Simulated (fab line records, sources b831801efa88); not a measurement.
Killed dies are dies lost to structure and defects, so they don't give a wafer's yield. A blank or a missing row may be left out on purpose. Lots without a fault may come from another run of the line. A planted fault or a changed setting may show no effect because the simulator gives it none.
Which tool did it? | flow sky130 | 13 lots, 39 wafers sampled, at 3 steps of a route of 708

WHAT THE GAUGES READ, wafer by wafer
SKY_VT_ADJUST_LVTN_TW_MEAS_10.
lot  | measured     | on            | VT_ADJUST_LVTN_TW
L483 | day 7 09:54  | film_metro-02 | 240.8 239.3 242.5
L482 | day 7 10:15  | film_metro-02 | 242.1 241.3 241.2
L484 | day 7 17:40  | film_metro-01 | 243.8 242.0 244.1
L488 | day 9 02:23  | film_metro-02 | 242.2 241.8 242.7
L489 | day 9 06:34  | film_metro-04 | 240.3 240.2 240.4
L491 | day 9 18:34  | film_metro-04 | 240.3 241.0 239.6
L492 | day 10 01:47 | film_metro-01 | 243.1 242.2 242.2
L493 | day 10 05:08 | film_metro-01 | 243.4 242.2 243.1
L494 | day 10 12:20 | film_metro-04 | 239.2 240.1 239.3
L495 | day 10 22:35 | film_metro-04 | 241.2 240.0 240.7
L496 | day 11 00:58 | film_metro-04 | 241.3 240.8 240.6
L503 | day 13 00:05 | film_metro-01 | 246.7 244.3 245.1
L504 | day 13 03:23 | film_metro-04 | 242.5 241.9 242.6

SKY_VT_ADJUST_NCORE_CD_MEAS_07: target cd 380 nm.
lot  | measured     | on        | cd_nm (nm)
L483 | day 9 04:19  | cd_sem-02 | 381.4 381.2 383.3
L482 | day 9 04:37  | cd_sem-01 | 380.2 379.5 384.6
L484 | day 9 11:59  | cd_sem-02 | 378.4 377.2 379.9
L488 | day 11 00:02 | cd_sem-01 | 378.7 381.0 380.4
L489 | day 11 03:29 | cd_sem-01 | 382.0 381.9 382.5
L491 | day 11 16:02 | cd_sem-02 | 380.4 381.4 379.6
L492 | day 12 00:24 | cd_sem-02 | 379.9 381.4 381.3
L493 | day 12 03:31 | cd_sem-02 | 381.2 377.5 378.4
L494 | day 12 11:42 | cd_sem-02 | 383.7 380.8 381.5
L495 | day 12 21:42 | cd_sem-02 | 379.8 381.1 378.8
L496 | day 13 00:05 | cd_sem-01 | 381.4 382.3 385.7
L503 | day 15 03:51 | cd_sem-01 | 377.3 378.2 380.5
L504 | day 15 07:04 | cd_sem-01 | 381.5 381.1 381.4

SKY_VT_ADJUST_HVTR_OVL_MEAS_08.
lot  | measured     | on         | VT_ADJUST_HVTR_OVL (nm)
L483 | day 10 02:31 | overlay-02 | -0.5 -0.4 0.7
L482 | day 10 02:56 | overlay-01 | -3.0 -0.5 -3.4
L484 | day 10 11:14 | overlay-02 | -2.1 0.6 -0.3
L488 | day 12 00:01 | overlay-02 | -2.1 -1.5 -0.6
L489 | day 12 03:14 | overlay-02 | -0.7 1.1 1.1
L491 | day 12 15:33 | overlay-01 | 0.3 0.2 0.6
L492 | day 13 00:47 | overlay-01 | 1.3 0.5 -1.5
L493 | day 13 03:49 | overlay-01 | 2.6 1.5 0.9
L494 | day 13 13:15 | overlay-02 | -0.1 0.0 -1.4
L495 | day 13 23:48 | overlay-02 | 0.7 1.0 1.0
L496 | day 14 02:16 | overlay-02 | -1.6 0.5 0.3
L503 | day 16 08:37 | overlay-01 | -1.6 -2.5 -1.7
L504 | day 16 11:11 | overlay-02 | -0.6 -0.7 -0.1

WHICH TOOL RAN EACH LOT (tool, then ch and the chambers of the sampled wafers, then the start)
The record holds no process step before these readings.

WHAT THE TOOLS THEMSELVES READ (means of the sampled wafers that have a number; where no wafer has one, the mark that the record gives instead)
The record holds no such reading with a usual standard deviation.

THE ANSWER, worked out from the rows above alone
Rule: what is usual is taken from the lots themselves. Put in order of their means at a reading, lots are off if they are a third of the lots or fewer, leave a main group of 4 or more, and stand apart from it by a gap of 3 or more times the standard deviation of the main group's means; of several such gaps the widest counts. A main group whose means are all the same, to the digits that the tables above print for the reading, isn't used. A lot without any number at a reading at which 4 lots or more have one is off too. The other lots that the step has rows for count as sound. The gauges are gone through in route order, then the tools' own readings, and for those a lot's mean is taken as printed above. The first step at which some lot is off is used, and at that step the reading that is off furthest; a lot without a number counts as furthest.
No lot is off at any reading shown: from this, nothing can be told.

WHAT THE SIMULATOR HAD PUT IN
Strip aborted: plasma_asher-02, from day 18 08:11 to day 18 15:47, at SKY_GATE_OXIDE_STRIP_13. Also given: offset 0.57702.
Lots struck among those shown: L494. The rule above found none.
